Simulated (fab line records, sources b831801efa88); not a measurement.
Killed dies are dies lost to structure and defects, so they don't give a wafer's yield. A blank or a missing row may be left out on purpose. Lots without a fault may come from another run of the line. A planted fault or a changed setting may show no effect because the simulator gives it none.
Chamber matching | flow gf180mcu | GF_POLY_GATE_ETCH_12 on rie_diel-02: 4 sister chambers
The step etches BARC in N2/H2. 7 wafers are shown with their chamber, then 7 later ones without.

WAFERS WITH THEIR CHAMBER
wafer  | chamber | oes_product_au (a.u.) | throttle_valve_pct (%)
L766.1 | 0       | 0.737                 | 13.208
L767.1 | 3       | 0.728                 | 13.214
L767.2 | 2       | 0.739                 | 13.211
L770.5 | 3       | 0.737                 | 13.208
L770.6 | 1       | 0.736                 | 13.221
L771.3 | 0       | 0.743                 | 13.215
L771.4 | 1       | 0.735                 | 13.227

WAFERS WITHOUT THEIR CHAMBER
wafer  | oes_product_au (a.u.) | throttle_valve_pct (%)
L771.5 | 0.730                 | 13.229
L783.2 | 0.740                 | 13.210
L783.3 | 0.733                 | 13.202
L783.4 | 0.728                 | 13.223
L785.3 | 0.731                 | 13.222
L785.5 | 0.731                 | 13.206
L785.6 | 0.732                 | 13.213

WHICH CHAMBER EACH WENT THROUGH
wafer  | from the rows above               | in truth
L771.5 | 1                                 | 1
L783.2 | can't be placed: 2 or 0 or 3      | 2
L783.3 | can't be placed: 3 or 2 or 0      | 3
L783.4 | can't be placed: 1 or 3 or 2      | 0
L785.3 | can't be placed: 1 or 3 or 2 or 0 | 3
L785.5 | can't be placed: 3 or 2 or 0      | 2
L785.6 | can't be placed: 3 or 2 or 0      | 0
Placed correctly: 1 of 7. Can't be placed from these rows: 6 (the true chamber is among the candidates in 5). Placed wrongly: 0.
How it was worked out, from the rows above alone: a wafer's distance from a chamber is the root of the sum, over the readings, of the square of ((its reading less the chamber's mean) divided by the reading's scatter). The wafer belongs to the nearest chamber; if the next one is less than 2 further off, it can't be placed. A chamber's mean is the mean of its shown wafers. The scatter: the root of (the sum of the squares of (reading less its chamber's mean) over the shown wafers, divided by (wafers less chambers)).
